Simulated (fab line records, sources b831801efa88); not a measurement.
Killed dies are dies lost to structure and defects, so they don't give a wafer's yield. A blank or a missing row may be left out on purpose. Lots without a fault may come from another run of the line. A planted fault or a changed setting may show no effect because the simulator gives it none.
fab line records | flow sky130
record lots=5 wafers=15 last_day=50
route steps=708 shown PAD_OPEN@702
lots that met no fault: from a run of the same line without faults
start_h: hours from the record's first day to the start of the lot's first wafer shown | wait_h: hours since the lot's step before | " the same as in the row above | L1.1+2: a row that stands for several wafers | - no value, or no start given | * or withheld: withheld | < > ~ a bound
route shown NAME@n: a module of which the file shows steps, and the number in the route of the first | usual: mean/standard deviation of fault-free wafers | same: alike in all rows | chamber/n: place in a boat | sites: the reading at each site | _std_site: their standard deviation | _edge_site: outer sites' mean less inner sites' | radius_mm: how far each site lies from the wafer's centre | mask NAME#n: copy n | behind: the tool/chamber that last shaped the wafer | hold: why the lot was held/for how many hours/how that ended | device: the transistor (n, p or np) that didn't switch | end of line: the same wafers' tests at the end of the route | a step without rows: its recipe alone | killed: dies lost to structure and defects at the first sort, not the wafer's yield | map: a wafer's dies, x killed, . not, _ none there
set.NAME: the setting as run; set.NAME@STEP: as run at that earlier step | model.NAME: the simulator's own value behind a step, which no gauge read
lots at some steps of the route; a table a step, a row a wafer
services: from which hour (start_h, from the record's first day; less than 0 if before it) a tool's chamber was out of use, for how many hours, and why
## steps
# step SKY_PAD_OPEN_STRIP_08
# recipe chemistry=O2/N2 power_w=1400 pressure_mtorr=1500 platen_temp_c=withheld overash_fraction=0.7 o2_flow_sccm=3000 n2_flow_sccm=300
# usual drypump_motor_current_A=5.8/0.51 n2_flow_sccm=300.0/1.1 oes_product_au=0.662/0.0044 strip_time_to_endpoint_s=37.10/0.12
# same overash_fraction=0.7
# columns lot.wafer tool chamber start_h wait_h drypump_motor_current_A n2_flow_sccm oes_product_au rf_hours_counter_h strip_time_to_endpoint_s
L085.1 plasma_asher-01 1 1142.99 0.1 5.6 301.0 0.666 41 37.11
L085.2 " 0 " " 5.7 299.3 0.654 41 37.06
L085.5 " 1 " " 5.6 300.6 0.671 - 37.15
L086.2 plasma_asher-03 0 1145.24 0.1 6.2 299.8 0.660 101 37.13
L086.3 " 1 " " 5.8 298.7 0.665 - 37.24
L086.6 " 1 " " 5.8 298.6 0.655 - 37.18
L090.1 plasma_asher-01 1 1167.10 0.1 5.7 300.3 0.654 43 36.88
L090.3 " 1 " " 5.6 301.4 0.655 - 36.91
L090.5 " 0 " " 5.6 300.1 0.662 - 36.99
L093.3 plasma_asher-01 1 1179.27 0.1 5.6 300.2 0.662 - 37.13
L093.5 " 0 " " 5.7 299.8 0.656 - 37.16
L093.6 " 1 " " 5.7 299.5 0.664 - 37.01
L095.1 plasma_asher-02 0 1193.43 0.1 6.7 299.5 0.660 11 36.99
L095.5 " 0 " " 6.7 296.8 0.662 - 36.96
L095.6 " 1 " " 5.1 299.7 0.657 - 36.95
# step SKY_PAD_OPEN_STRIP_09
# recipe chemistry=post_etch_residue_remover time_s=1200 temp_c=72.5
# same time_s=1200
# columns lot.wafer tool chamber start_h wait_h
L085.1+2+5 wet_bench-04 2 1143.09 0.1
L086.2+3+6 wet_bench-01 0 1145.34 0.1
L090.1+3+5 wet_bench-02 0 1167.20 0.1
L093.3+5+6 wet_bench-04 2 1179.33 0.0
L095.1+5+6 wet_bench-02 2 1193.53 0.1
# step SKY_PAD_OPEN_CLEAN_10
# recipe chemistry=IPA time_s=180 temp_c=25
# same time_s=180
# columns lot.wafer tool chamber start_h wait_h
L085.1+2+5 wet_bench-01 3 1143.43 0.0
L086.2+3+6 wet_bench-04 1 1145.68 0.0
L090.1+3+5 wet_bench-02 3 1167.54 0.0
L093.3+5+6 wet_bench-01 3 1179.71 0.0
L095.1+5+6 wet_bench-01 2 1193.87 0.0
# step SKY_PAD_OPEN_CLEAN_11
# recipe chemistry=O3/DIW dry=n2_spin
# columns lot.wafer tool chamber start_h wait_h
L085.1+2+5 wet_bench-04 2 1143.49 0.0
L086.2+3+6 wet_bench-02 1 1145.74 0.0
L090.1+3+5 wet_bench-01 2 1167.60 0.0
L093.3+5+6 wet_bench-01 1 1179.76 0.0
L095.1+5+6 wet_bench-04 2 1193.93 0.0
# step SKY_PAD_OPEN_ANNEAL_12
# recipe temp_c=400 time_s=withheld ambient=N2/H2 idle_temp_c=300 ramp_up_c_per_min=8 ramp_down_c_per_min=4
# usual spike_tc_lower_C=400.1/0.95 tube_center_temp_C=400/0.036 zone_power_bottom_pct=7.1/0.39 zone_power_top_pct=9.86/0.17
# columns lot.wafer tool chamber start_h wait_h spike_tc_lower_C tube_center_temp_C zone_power_bottom_pct zone_power_top_pct
L085.1 furnace-01 0 1143.58 0.0 399.7 400.01 7.5 9.84
L085.2 " 0 " " 401.7 399.97 7.4 10.09
L085.5 " 0 " " 401.4 399.95 7.5 9.99
L086.2 furnace-02 0 1145.83 0.0 400.2 400.02 6.6 9.65
L086.3 " 0 " " 398.5 400.03 6.7 9.75
L086.6 " 0 " " 400.4 399.97 6.7 9.71
L090.1 furnace-02 0 1167.69 0.0 399.3 400.01 6.7 9.60
L090.3 " 0 " " 400.1 400.08 6.8 9.75
L090.5 " 0 " " 401.1 399.98 6.8 9.70
L093.3 furnace-01 0 1179.86 0.0 399.8 400.06 7.5 10.06
L093.5 " 0 " " 400.1 400.01 7.6 10.11
L093.6 " 0 " " 400.3 399.97 7.3 10.16
L095.1 furnace-01 0 1194.02 0.0 400.9 400.01 7.4 10.16
L095.5 " 0 " " 401.4 400.01 7.4 10.04
L095.6 " 0 " " 399.7 400.02 7.4 9.96
# step SKY_PAD_OPEN_BOW_MEAS_13
# recipe mode=bow
# usual PAD_OPEN_BOW=48/8.7
# columns lot.wafer tool chamber start_h wait_h PAD_OPEN_BOW[um]
L085.1 film_metro-04 - 1145.08 - 55
L085.2 " - " " 58
L085.5 " - " " 63
L086.2 film_metro-03 - 1147.35 - 49
L086.3 " - " " 49
L086.6 " - " " 53
L090.1 film_metro-03 - 1169.19 - 54
L090.3 " - " " 58
L090.5 " - " " 66
L093.3 film_metro-02 - 1181.40 - 44
L093.5 " - " " 49
L093.6 " - " " 46
L095.1 film_metro-03 - 1195.52 - 48
L095.5 " - " " 38
L095.6 " - " " 49
## services
# columns tool chamber start_h hours kind
plasma_asher-02 - 1119.74 1.2 repair
wet_bench-02 - 1153.74 3.1 repair
plasma_asher-03 - 1178.83 1.7 repair
furnace-02 - 1192.98 4.9 pm
## key
fault none
